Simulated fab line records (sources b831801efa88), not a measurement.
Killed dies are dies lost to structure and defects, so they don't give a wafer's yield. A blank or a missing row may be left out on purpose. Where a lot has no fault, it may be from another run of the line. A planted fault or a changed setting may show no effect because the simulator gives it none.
Code-filled problem report in 8D (eight disciplines) form | flow sfq_line | the parts of the form that need people (team, actions taken, sign-off) are left out

## 1. THE ISSUE
Wafers without a fault read 199.8 nm, standard deviation 1.1; thk_nm at SFQ_TRILAYER_I3_METRO_MEASURE_083 reads a mean of 219.8 nm on 3 wafers belonging to 3 lots. Measured from the usual mean, that is +18 standard deviations.
The first sign was on wafer L259.3 at day 52 15:03, on film_metro-01. At this step, 43 wafers from 15 lots have a number in the record. The rule behind "out" and "out of limits": a value lying over 4 standard deviations away from the usual mean. All remaining wafers that have a number are taken as sound.

## 2. WHAT IT IS, AND WHAT IT ISN'T
question                    | is                           | is not
which readings at this step | thk_nm                       | -
which lots                  | L259, L262, L263             | L245, L246, L248, L249, L250, L252, L253, L254, L255, L256, L257, L267
which wafers of those lots  | L259.3, L262.3, L263.3       | L259.1, L259.5, L262.4, L263.5
read on which tools         | film_metro-01, film_metro-04 | film_metro-02
when                        | from day 52 15:03            | up to then (35 sound wafers); but 5 sound wafers of L262, L263, L267 came after

## 3. THE SUSPECTS, EACH WITH WHAT RULES IT OUT
Counting: if a tool at a process step up to the reading ran every lot that is out, it stays a suspect. Sound lots after the first of them don't rule it out here, since some wafers of a struck lot are sound.
- cmp-01 at SFQ_TRILAYER_I3_CMP_CMP_082 (polishes SiO2): kept. Every lot that is out went through it, the first being L259 (day 52 12:26); the last sound lot it ran before that was L257 (day 52 02:48).
After counting, what remains is cmp-01 at SFQ_TRILAYER_I3_CMP_CMP_082.

## 4. THE CAUSE (what the simulator had put in)
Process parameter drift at SFQ_TRILAYER_I3_CMP_CMP_082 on cmp-01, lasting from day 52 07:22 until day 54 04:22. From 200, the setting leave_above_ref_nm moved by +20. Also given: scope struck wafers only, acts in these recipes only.
The count eliminated every tool but this one.

## 5. THE CHAIN OF EFFECTS, in route order
One row per reading whose mean, taken over the struck wafers that have a number, lies over 3 standard deviations from the usual. Readings are gone through only where the record gives a usual standard deviation; hours: the median, over the lots, of the time from a lot's start at the first step in this table giving one to that lot's start at this step; sigmas: the change measured in usual standard deviations.
hours | step                                  | reading        | usual      | on struck wafers | change | sigmas
0     | SFQ_TRILAYER_I3_METRO_MEASURE_083     | thk_nm         | 199.8 nm   | 219.8            | +20.0  | +18
106   | SFQ_TRILAYER_I3_VIA_ETCH_VIA_ETCH_088 | oes_product_au | 0.854 a.u. | 0.902            | +0.048 | +9.1
Here are the process steps it includes:
- SFQ_TRILAYER_I3_METRO_MEASURE_083
- SFQ_TRILAYER_I3_VIA_ETCH_VIA_ETCH_088: etches SiO2 in CHF3, stops on Nb, target depth 260 nm.

## 6. WHAT WOULD HAVE CAUGHT IT SOONER
First out-of-limits reading in this record: day 52 15:03, which is 8 hours after fault onset at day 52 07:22.
No tool reading at SFQ_TRILAYER_I3_CMP_CMP_082 that has a usual standard deviation in the record was out on any struck wafer, so an alarm limit of 4 standard deviations on those readings would not have fired.
L262, L263, from the lots that are out (3), started SFQ_TRILAYER_I3_CMP_CMP_082 on cmp-01 later than day 52 15:03. A hold on the tool at that time would have spared those 2.
